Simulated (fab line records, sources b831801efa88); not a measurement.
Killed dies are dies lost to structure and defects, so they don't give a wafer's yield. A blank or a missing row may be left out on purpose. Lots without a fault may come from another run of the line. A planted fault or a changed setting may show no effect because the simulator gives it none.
fab line records | flow sky130
record lots=7 wafers=20 last_day=50
route steps=708 shown CONTACT@418 METAL1@434 PAD_OPEN@708
lots that met no fault: from a run of the same line without faults
start_h: hours from the record's first day to the start of the lot's first wafer shown | wait_h: hours since the lot's step before | " the same as in the row above | L1.1+2: a row that stands for several wafers | - no value, or no start given | * or withheld: withheld | < > ~ a bound
route shown NAME@n: a module of which the file shows steps, and the number in the route of the first | usual: mean/standard deviation of fault-free wafers | same: alike in all rows | chamber/n: place in a boat | sites: the reading at each site | _std_site: their standard deviation | _edge_site: outer sites' mean less inner sites' | radius_mm: how far each site lies from the wafer's centre | mask NAME#n: copy n | behind: the tool/chamber that last shaped the wafer | hold: why the lot was held/for how many hours/how that ended | device: the transistor (n, p or np) that didn't switch | end of line: the same wafers' tests at the end of the route | a step without rows: its recipe alone | killed: dies lost to structure and defects at the first sort, not the wafer's yield | map: a wafer's dies, x killed, . not, _ none there
set.NAME: the setting as run; set.NAME@STEP: as run at that earlier step | model.NAME: the simulator's own value behind a step, which no gauge read
lots at some steps of the route; a table a step, a row a wafer
services: from which hour (start_h, from the record's first day; less than 0 if before it) a tool's chamber was out of use, for how many hours, and why
## steps
# step SKY_CONTACT_PEB_12
# recipe peb_temp_c=withheld peb_time_s=withheld resist=KrF-thick
# step SKY_CONTACT_DEVELOP_13
# recipe develop_time_s=60 resist=KrF-thick dev_temp_c=21
# step SKY_CONTACT_CD_MEAS_14
# recipe target_cd_nm=170
# usual cd_nm=170.1/1.5
# columns lot.wafer tool chamber start_h wait_h cd_nm
L648.1 cd_sem-02 - 728.96 - 167.5
L648.3 " - " " 167.9
L648.6 " - " " 168.4
L651.3 cd_sem-01 - 756.40 - 169.6
L651.5 " - " " 170.0
L651.6 " - " " 169.9
L658.3 cd_sem-01 - 815.30 - 169.2
L658.4 " - " " 169.6
L658.5 " - " " 169.7
L659.1 cd_sem-01 - 824.81 - 171.2
L659.3 " - " " 170.6
L659.6 " - " " 170.6
L660.1 cd_sem-01 - 833.54 - 169.9
L660.3 " - " " 168.8
L664.1 cd_sem-02 - 855.04 - 171.9
L664.3 " - " " 171.4
L664.5 " - " " 172.5
L670.1 cd_sem-02 - 906.91 - 167.1
L670.2 " - " " 168.6
L670.4 " - " " 169.5
# step SKY_CONTACT_OVL_MEAS_15
# usual CONTACT_OVL=1/5.6
# columns lot.wafer tool chamber start_h wait_h CONTACT_OVL[nm]
L648.1 overlay-02 - 729.08 0.1 4
L648.3 " - " " 2
L648.6 " - " " 9
L651.3 overlay-02 - 756.49 0.1 1
L651.5 " - " " -1
L651.6 " - " " -3
L658.3 overlay-01 - 815.40 0.1 -1
L658.4 " - " " -9
L658.5 " - " " -12
L659.1 overlay-01 - 824.93 0.1 -1
L659.3 " - " " 1
L659.6 " - " " -6
L660.1 overlay-02 - 833.66 0.1 2
L660.3 " - " " -1
L664.1 overlay-01 - 855.16 0.1 1
L664.3 " - " " -2
L664.5 " - " " -1
L670.1 overlay-01 - 907.03 0.1 3
L670.2 " - " " 7
L670.4 " - " " 5
# step SKY_CONTACT_ETCH_16
# recipe chemistry=N2/H2 target=BARC ion_energy_ev=200 source_w=500 bias_w=100 pressure_mtorr=30 n2_flow_sccm=100 h2_flow_sccm=200 stop_on=SiO2 time_s=45.9 target_depth_a=600
# step SKY_CONTACT_ETCH_17
# recipe target=SiO2 chemistry=C4F8/O2/Ar stop_on=Si3N4 mask_material=KrF-thick source_w=1500 bias_w=1200 pressure_mtorr=40 c4f8_flow_sccm=withheld O2_flow_sccm=6 Ar_flow_sccm=300 time_s=withheld target_depth_a=3400
# usual oes_product_au=0.892/0.0051
# columns lot.wafer tool chamber start_h wait_h oes_product_au
L648.1 rie_diel-02 1 729.16 0.0 0.899
L648.3 " 2 " " 0.891
L648.6 " 2 " " 0.884
L651.3 rie_diel-01 1 756.56 0.0 0.895
L651.5 " 3 " " 0.900
L651.6 " 0 " " 0.896
L658.3 rie_diel-01 2 815.46 0.0 0.887
L658.4 " 1 " " 0.896
L658.5 " 0 " " 0.892
L659.1 rie_diel-01 2 825.01 0.0 0.887
L659.3 " 1 " " 0.894
L659.6 " 0 " " 0.892
L660.1 rie_diel-03 3 833.73 0.0 0.895
L660.3 " 2 " " 0.896
L664.1 rie_diel-01 0 855.23 0.0 0.885
L664.3 " 1 " " 0.884
L664.5 " 2 " " 0.886
L670.1 rie_diel-01 1 907.11 0.0 0.890
L670.2 " 0 " " 0.897
L670.4 " 3 " " 0.895
# step SKY_CONTACT_ETCH_18
# recipe target=Si3N4 chemistry=CHF3/O2 stop_on=TiN source_w=600 bias_w=200 pressure_mtorr=40 chf3_flow_sccm=50 O2_flow_sccm=5 time_s=39 target_depth_a=750
# usual drypump_motor_current_A=5.7/0.47 oes_product_au=0.854/0.007 throttle_valve_pct=8.792/0.0087
# columns lot.wafer tool chamber start_h wait_h drypump_motor_current_A oes_product_au rf_hours_counter_h throttle_valve_pct
L648.1 rie_diel-02 1 - - 5.9 0.857 3 8.799
L648.3 " 2 " " 5.5 0.855 18 8.797
L648.6 " 2 " " 5.5 0.858 - 8.795
L651.3 rie_diel-01 1 - - 5.3 0.854 23 8.791
L651.5 " 3 " " 5.8 0.854 - 8.777
L651.6 " 0 " " 6.5 0.848 - 8.804
L658.3 rie_diel-01 2 - - 5.7 0.852 4 8.792
L658.4 " 1 " " 5.3 0.846 24 8.800
L658.5 " 0 " " 6.6 0.850 - 8.787
L659.1 rie_diel-01 2 - - 5.7 0.849 4 8.788
L659.3 " 1 " " 5.3 0.848 25 8.808
L659.6 " 0 " " 6.5 0.856 - 8.786
L660.1 rie_diel-03 3 - - 5.8 0.859 19 8.792
L660.3 " 2 " " 5.9 0.854 23 8.784
L664.1 rie_diel-01 0 - - 6.5 0.856 10 8.796
L664.3 " 1 " " 5.3 0.854 26 8.795
L664.5 " 2 " " 5.7 0.860 - 8.793
L670.1 rie_diel-01 1 - - 5.3 0.859 27 8.786
L670.2 " 0 " " 6.5 0.852 12 8.802
L670.4 " 3 " " 5.8 0.870 5 8.797
# step SKY_CONTACT_STRIP_19
# recipe chemistry=O2/N2 power_w=1400 pressure_mtorr=1500 platen_temp_c=withheld o2_flow_sccm=3000 n2_flow_sccm=300 overash_fraction=0.5
# usual drypump_motor_current_A=5.5/0.52 o2_flow_sccm=3000/9.7 oes_product_au=0.381/0.0048 strip_time_to_endpoint_s=3.617/0.029
# columns lot.wafer tool chamber start_h wait_h drypump_motor_current_A o2_flow_sccm oes_product_au rf_hours_counter_h strip_time_to_endpoint_s
L648.1 plasma_asher-03 0 729.25 - 6.1 2993 0.381 59 3.620
L648.3 " 1 " " 5.4 2999 0.377 - 3.612
L648.6 " 1 " " 5.3 3007 0.380 - 3.617
L651.3 plasma_asher-02 1 756.68 - 4.8 3000 0.385 - 3.665
L651.5 " 1 " " 4.8 3003 0.390 - 3.678
L651.6 " 0 " " 6.0 3004 0.379 - 3.658
L658.3 plasma_asher-04 1 815.58 - 5.0 2999 0.381 - 3.635
L658.4 " 0 " " 5.6 2992 0.377 - 3.626
L658.5 " 1 " " 5.0 2994 0.368 - 3.633
L659.1 plasma_asher-04 1 825.10 - 5.0 3019 0.379 9 3.600
L659.3 " 0 " " 5.6 2992 0.375 - 3.591
L659.6 " 1 " " 5.0 3011 0.384 - 3.614
L660.1 plasma_asher-02 0 833.82 - 6.0 3004 0.370 103 3.612
L660.3 " 1 " " 4.8 3004 0.381 - 3.591
L664.1 plasma_asher-04 1 855.32 - 5.0 2998 0.389 12 3.623
L664.3 " 1 " " 5.0 2985 0.380 - 3.610
L664.5 " 1 " " 5.0 3000 0.378 - 3.637
L670.1 plasma_asher-04 1 907.20 - 5.0 3012 0.382 18 3.608
L670.2 " 0 " " 5.6 3007 0.380 18 3.610
L670.4 " 1 " " 5.0 3008 0.385 - 3.641
# step SKY_CONTACT_STRIP_20
# recipe chemistry=post_etch_residue_remover time_s=1200 temp_c=72.5
# step SKY_CONTACT_CLEAN_21
# recipe chemistry=IPA time_s=180 temp_c=25
# step SKY_CONTACT_CLEAN_22
# recipe chemistry=O3/DIW dry=n2_spin
# step SKY_CONTACT_SPUTTER_23
# recipe material=TiN target_thk_nm=20 chamber_pressure_pa=5 power_w=4000 time_s=80
# usual throttle_valve_pct=29.6/1.1
# columns lot.wafer tool chamber start_h wait_h throttle_valve_pct
L648.1 pvd_sputter-03 - 729.84 0.0 30.1
L648.3 " - " " 28.2
L648.6 " - " " 29.5
L651.3 pvd_sputter-01 - 757.27 0.0 27.4
L651.5 " - " " 30.9
L651.6 " - " " 30.1
L658.3 pvd_sputter-03 - 816.14 0.0 30.1
L658.4 " - " " 29.4
L658.5 " - " " 30.0
L659.1 pvd_sputter-01 - 825.73 0.0 27.2
L659.3 " - " " 31.0
L659.6 " - " " 30.0
L660.1 pvd_sputter-03 - 834.43 0.0 28.1
L660.3 " - " " 29.1
L664.1 pvd_sputter-02 - 855.95 0.0 29.0
L664.3 " - " " 30.9
L664.5 " - " " 31.1
L670.1 pvd_sputter-02 - 907.83 0.0 29.8
L670.2 " - " " 30.8
L670.4 " - " " 29.1
# step SKY_CONTACT_CVD_24
# recipe material=W target_thk_nm=340 time_s=102.12 temp_c=400 pressure_torr=40
# usual heater_power_w=832/40 susceptor_temp_C=400.03/0.22
# columns lot.wafer tool chamber start_h wait_h heater_power_w susceptor_temp_C model.W_of_CONTACT_CVD_24.thk_nm
L648.1 cvd_w-01 0 729.90 0.0 846 400.20 333.6
L648.3 " 0 " " 841 399.99 331.8
L648.6 " 0 " " 860 400.29 336.5
L651.3 cvd_w-01 0 757.37 0.1 853 400.19 333.1
L651.5 " 0 " " 830 400.11 336.5
L651.6 " 1 " " 776 399.75 334.4
L658.3 cvd_w-01 0 816.24 0.1 858 400.22 308.1
L658.4 " 1 " " 787 400.08 337.7
L658.5 " 1 " " 781 399.81 310.6
L659.1 cvd_w-01 1 825.79 0.0 791 399.99 335.9
L659.3 " 1 " " 791 400.07 310.3
L659.6 " 1 " " 758 400.37 336.6
L660.1 cvd_w-01 1 834.49 0.0 782 399.91 335.7
L660.3 " 1 " " 762 400.13 314.7
L664.1 cvd_w-02 0 856.01 0.0 881 400.11 344.3
L664.3 " 1 " " 878 400.10 345.7
L664.5 " 0 " " 850 400.11 346.1
L670.1 cvd_w-01 1 907.90 0.0 783 400.02 335.9
L670.2 " 0 " " 864 399.96 336.4
L670.4 " 1 " " 780 399.99 333
# step SKY_CONTACT_RS_MEAS_25
# recipe thk_meas_gauge=four-point-probe reads=W_of_CONTACT_CVD_24+TiN_of_CONTACT_SPUTTER_23
# usual CONTACT_W_RS=0.340/0.0039
# columns lot.wafer tool chamber start_h wait_h CONTACT_W_RS[ohm/sq]
L648.1 film_metro-01 - 730.01 0.1 0.343
L648.3 " - " " 0.347
L648.6 " - " " 0.341
L651.3 film_metro-01 - 757.49 0.1 0.344
L651.5 " - " " 0.341
L651.6 " - " " 0.343
L658.3 film_metro-01 - 816.35 0.1 0.372
L658.4 " - " " 0.340
L658.5 " - " " 0.369
L659.1 film_metro-02 - 825.90 0.1 0.342
L659.3 " - " " 0.370
L659.6 " - " " 0.341
L660.1 film_metro-04 - 834.60 0.1 0.343
L660.3 " - " " 0.365
L664.1 film_metro-01 - 856.12 0.1 0.333
L664.3 " - " " 0.332
L664.5 " - " " 0.331
L670.1 film_metro-02 - 908.01 0.1 0.342
L670.2 " - " " 0.341
L670.4 " - " " 0.345
# step SKY_CONTACT_THK_MEAS_26
# recipe thk_meas_gauge=xrf reads=W_of_CONTACT_CVD_24
# usual CONTACT_W_THK=341/5
# columns lot.wafer tool chamber start_h wait_h CONTACT_W_THK[nm]
L648.1 film_metro-01 - 730.13 0.1 335
L648.3 " - " " 333
L648.6 " - " " 337
L651.3 film_metro-01 - 757.59 0.1 332
L651.5 " - " " 338
L651.6 " - " " 337
L658.3 film_metro-01 - 816.45 0.1 309
L658.4 " - " " 338
L658.5 " - " " 311
L659.1 film_metro-02 - 826.02 0.1 343
L659.3 " - " " 316
L659.6 " - " " 344
L660.1 film_metro-04 - 834.72 0.1 335
L660.3 " - " " 315
L664.1 film_metro-01 - 856.24 0.1 344
L664.3 " - " " 346
L664.5 " - " " 347
L670.1 film_metro-02 - 908.13 0.1 347
L670.2 " - " " 350
L670.4 " - " " 343
# step SKY_CONTACT_CMP_27
# recipe stop_on=SiO2 t_overpolish_s=15 down_force_psi=3.5 platen_rpm=60 target_thk_nm=0 pad_velocity_m_s=0.94248
# usual motor_current_A=10.0/1 time_to_endpoint_s=83/3.1
# columns lot.wafer tool chamber start_h wait_h motor_current_A time_to_endpoint_s
L648.1 cmp-02 1 730.19 0.1 11.9 81
L648.3 " 0 " " 8.5 76
L648.6 " 2 " " 10.7 80
L651.3 cmp-02 0 757.77 0.2 8.8 80
L651.6 " 1 " " 11.3 84
L651.5 " 2 " " 10.1 84
L658.4 cmp-02 2 816.49 0.0 10.3 82
L658.3 " 3 " " 10.7 75
L658.5 " 2 " " 10.2 73
L659.1 cmp-01 1 826.13 0.1 11.0 83
L659.3 " 3 " " 10.7 75
L659.6 " 0 " " 9.5 80
L660.1 cmp-02 3 834.78 0.1 10.0 82
L660.3 " 1 " " 11.2 75
L664.1 cmp-02 1 856.35 0.1 12.0 84
L664.3 " 2 " " 9.8 82
L664.5 " 0 " " 8.9 81
L670.1 cmp-01 0 908.19 0.1 9.4 83
L670.4 " 1 " " 10.7 86
L670.2 " 3 " " 10.2 84
# step SKY_METAL1_SPUTTER_00
# recipe material=Ti target_thk_nm=15 power_w=3000 time_s=10 chamber_pressure_pa=0.4
# usual throttle_valve_pct=29.7/0.77
# columns lot.wafer tool chamber start_h wait_h throttle_valve_pct
L648.1 pvd_sputter-04 - 730.49 0.2 29.5
L648.3 " - " " 29.0
L648.6 " - " " 28.9
L651.3 pvd_sputter-04 - 757.92 0.1 30.6
L651.5 " - " " 29.5
L651.6 " - " " 29.3
L658.3 pvd_sputter-04 - 816.79 0.2 29.4
L658.4 " - " " 29.7
L658.5 " - " " 29.5
L659.1 pvd_sputter-03 - 826.38 0.2 30.3
L659.3 " - " " 29.2
L659.6 " - " " 28.3
L660.1 pvd_sputter-04 - 835.08 0.2 29.3
L660.3 " - " " 29.6
L664.1 pvd_sputter-04 - 856.60 0.2 30.5
L664.3 " - " " 29.3
L664.5 " - " " 29.3
L670.1 pvd_sputter-03 - 908.49 0.2 28.2
L670.2 " - " " 30.1
L670.4 " - " " 30.1
# step SKY_PAD_OPEN_PROBE_99
# usual killed_at_M0_to_M3=42/7.7 killed_at_M4_up=3.1/1.9 killed_at_contacts=24/4.9 killed_at_front_end=15/4.6 killed_at_other=0.3/0.51 killed_dies=85/9.9 killed_open=47/7.1 killed_short=38/6.7
# same gross_dies=492 killed_at_back_side=0
# columns lot.wafer tool chamber start_h wait_h killed_at_M0_to_M3 killed_at_M4_up killed_at_contacts killed_at_front_end killed_at_other killed_dies killed_open killed_short
L658.3 prober-01 - 1137.03 0.2 34 1 23 10 0 68 39 29
L658.4 prober-01 - 1137.08 0.2 46 1 26 15 0 88 47 41
L658.5 prober-01 - 1137.13 0.2 45 2 27 8 0 82 43 39
L660.1 prober-01 - 1149.34 0.1 41 2 23 19 0 85 54 30
L660.3 prober-01 - 1149.44 0.2 42 6 11 22 0 81 34 45
L664.1 prober-01 - 1165.96 0.1 35 1 22 16 0 74 37 37
L664.3 prober-01 - 1166.06 0.2 49 2 23 24 0 98 56 42
L664.5 prober-01 - 1166.16 0.2 38 2 24 11 0 75 40 35
# killed by level:class
L658.3 CONTACT:geometric_particle:open=8 VIA2:geometric_particle:open=8 CONTACT:geometric_particle:short=6 VIA3:geometric_particle:short=6 VIA3:geometric_particle:open=5 LI_CONTACT:geometric_particle:open=4 FIELD_ISO:geometric_particle:open=3 LOCAL_INTERCONNECT:geometric_particle:short=3
L658.4 VIA1:geometric_particle:open=9 VIA2:geometric_particle:open=9 CONTACT:geometric_particle:short=7 CONTACT:geometric_particle:open=7 POLY_GATE:geometric_particle:open=5 METAL1:geometric_particle:short=5 VIA2:geometric_particle:short=5 VIA3:geometric_particle:open=5
L658.5 VIA1:geometric_particle:open=13 LI_CONTACT:geometric_particle:open=8 CONTACT:geometric_particle:open=8 METAL2:geometric_particle:short=6 LI_CONTACT:geometric_particle:short=5 CONTACT:geometric_particle:short=5 METAL1:geometric_particle:short=5 VIA2:geometric_particle:open=5
L660.1 VIA1:geometric_particle:open=15 LI_CONTACT:geometric_particle:open=9 CONTACT:geometric_particle:open=8 VIA2:geometric_particle:open=6 POLY_GATE:geometric_particle:open=5 METAL2:geometric_particle:short=5 FIELD_ISO:geometric_particle:short=4 POLY_GATE:geometric_particle:short=4
L660.3 VIA1:geometric_particle:open=13 FIELD_ISO:geometric_particle:short=6 METAL1:geometric_particle:short=6 VIA2:geometric_particle:open=5 POLY_GATE:geometric_particle:open=5 METAL4:geometric_particle:short=5 METAL2:geometric_particle:short=5 LI_CONTACT:geometric_particle:short=4
L664.1 CONTACT:geometric_particle:open=8 METAL1:geometric_particle:short=7 VIA1:geometric_particle:open=6 FIELD_ISO:geometric_particle:short=5 VIA3:geometric_particle:open=5 LOCAL_INTERCONNECT:geometric_particle:open=4 CONTACT:geometric_particle:short=4 VIA2:geometric_particle:open=4
L664.3 VIA2:geometric_particle:open=12 POLY_GATE:geometric_particle:short=7 VIA1:geometric_particle:open=7 CONTACT:geometric_particle:open=7 VIA3:geometric_particle:open=6 LI_CONTACT:geometric_particle:open=5 FIELD_ISO:geometric_particle:short=4 POLY_GATE:geometric_particle:open=4
L664.5 CONTACT:geometric_particle:open=10 VIA1:geometric_particle:open=8 POLY_GATE:geometric_particle:open=4 LI_CONTACT:geometric_particle:short=4 LOCAL_INTERCONNECT:geometric_particle:open=4 METAL1:geometric_particle:short=4 VIA1:geometric_particle:short=4 METAL2:geometric_particle:short=4
## services
# columns tool chamber start_h hours kind
rie_diel-01 2 707.07 6.9 repair
cmp-02 - 713.59 10.9 pm
pvd_sputter-02 - 722.66 1.8 repair
rie_diel-02 0 725.53 1.5 repair
rie_diel-02 2 733.54 1.7 repair
plasma_asher-04 - 733.75 9.0 pm
cmp-02 - 734.63 1.6 repair
cmp-01 - 739.09 3.9 pm
cmp-01 - 742.95 6.6 pm
cmp-02 - 744.00 4.0 pm
pvd_sputter-02 - 745.24 4.7 repair
rie_diel-01 1 745.26 1.8 repair
cmp-01 - 750.00 0.5 repair
cmp-02 - 756.23 0.3 repair
cmp-01 - 762.51 3.1 repair
rie_diel-02 0 771.68 15.2 repair
cmp-02 - 781.60 3.5 repair
pvd_sputter-03 - 801.41 1.7 repair
rie_diel-01 - 804.79 2.7 pm
rie_diel-01 0 834.03 5.8 repair
plasma_asher-04 - 834.06 1.3 repair
pvd_sputter-03 - 858.67 1.6 repair
cmp-02 - 861.85 5.1 repair
pvd_sputter-03 - 906.77 1.2 repair
## key
first_sign step=SKY_CONTACT_RS_MEAS_25 reading=CONTACT_W_RS direction=up sigmas=7.5 usual=0.340 struck=0.369
effect step=SKY_CONTACT_THK_MEAS_26 reading=CONTACT_W_THK direction=down sigmas=5.6 usual=341 struck=313
effect step=SKY_CONTACT_CMP_27 reading=time_to_endpoint_s direction=down sigmas=2.8 usual=* struck=*
model_effect step=SKY_CONTACT_CVD_24 value=W_of_CONTACT_CVD_24.thk_nm without=338.2 struck=310.9
met_at SKY_CONTACT_CVD_24
struck_wafers L658.3,L658.5,L659.3,L660.3
tester_left_out L658,L659,L660
onset_between 757.37 816.24
fault kind=process_parameter_drift tool=cvd_w-01 chamber=- onset_h=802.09 steps=SKY_CONTACT_CVD_24 channel=target_thk_nm offset=-27.483 shape=step end_h=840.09 scope=struck_wafers_only acts_in=these_recipes_only stated=340
# tester_left_out: of these lots the tester's yield and bins aren't shown, on N5 and GAA mostly nor the transistor test; their killed dies are dies lost to structure and defects alone, not to doping, threshold or leakage, so they don't give the yield
